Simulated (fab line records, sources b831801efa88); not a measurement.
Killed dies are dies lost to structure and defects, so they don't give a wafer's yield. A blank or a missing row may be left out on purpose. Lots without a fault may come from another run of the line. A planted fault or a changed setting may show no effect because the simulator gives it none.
Problem report in the 8D (eight disciplines) form, filled by code | flow sky130 | the parts of the form that need people (team, actions taken, sign-off) are left out

1. THE PROBLEM
developer_temp_C at SKY_VIA2_DEVELOP_11 reads a mean of 20.27 C on 6 wafers of 2 lots; wafers without a fault read 20.99 C with a standard deviation of 0.11. That is -6.5 standard deviations from the usual mean.
The step: develop time 60 s.
First seen on wafer L425.1, day 41 06:00, on litho_track-01. The record holds 36 wafers of 12 lots with a number at this step. Rule for "out", or "out of limits": more than 4 standard deviations from the usual mean. The other wafers with a number count as sound.

2. WHAT IT IS AND WHAT IT IS NOT
question                    | is                     | is not
which readings at this step | developer_temp_C       | -
which lots                  | L425, L426             | L411, L413, L415, L416, L419, L420, L423, L427, L429, L431
which wafers of those lots  | all that have a number | -
read on which tools         | litho_track-01         | litho_track-03, litho_track-04
when                        | from day 41 06:00      | up to then (21 sound wafers); but 9 sound wafers of L427, L429, L431 came after

3. SUSPECTS, AND WHAT RULES EACH OUT
Counting: a tool at a process step up to the reading stays a suspect if it ran every lot that is out and no sound lot after the first of them.
- litho_track-01 at SKY_VIA2_DEVELOP_11 (develop time 60 s): kept. It ran every lot that is out, first L425 (day 41 06:00), and no sound lot after that; its last sound lot up to then is L420 (day 39 16:00). Its own readings are out on those wafers: developer_temp_C.
Left after counting: litho_track-01 at SKY_VIA2_DEVELOP_11.

4. THE CAUSE (what the simulator had put in)
Process parameter drift: litho_track-01, from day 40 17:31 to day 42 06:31, at SKY_VIA2_DEVELOP_11. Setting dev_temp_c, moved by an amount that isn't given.
Counting left only this tool.

5. THE CHAIN OF EFFECTS, in route order
Each row: a reading whose mean over the struck wafers that have a number lies more than 3 standard deviations from the usual. Only readings for which the record gives a usual standard deviation are gone through. hours: the time from each lot's start at the first step in this table that gives one to its start at this step, as a median over the lots. sigmas: the change in usual standard deviations.
hours | step                | reading          | usual   | on struck wafers | change | sigmas
0     | SKY_VIA2_DEVELOP_11 | developer_temp_C | 20.99 C | 20.27            | -0.72  | -6.5
The process steps in it:
- SKY_VIA2_DEVELOP_11: develop time 60 s.

6. WHAT WOULD HAVE CAUGHT IT SOONER
In this record the first reading out of limits was taken at day 41 06:00, 12 hours after the fault began at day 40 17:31.
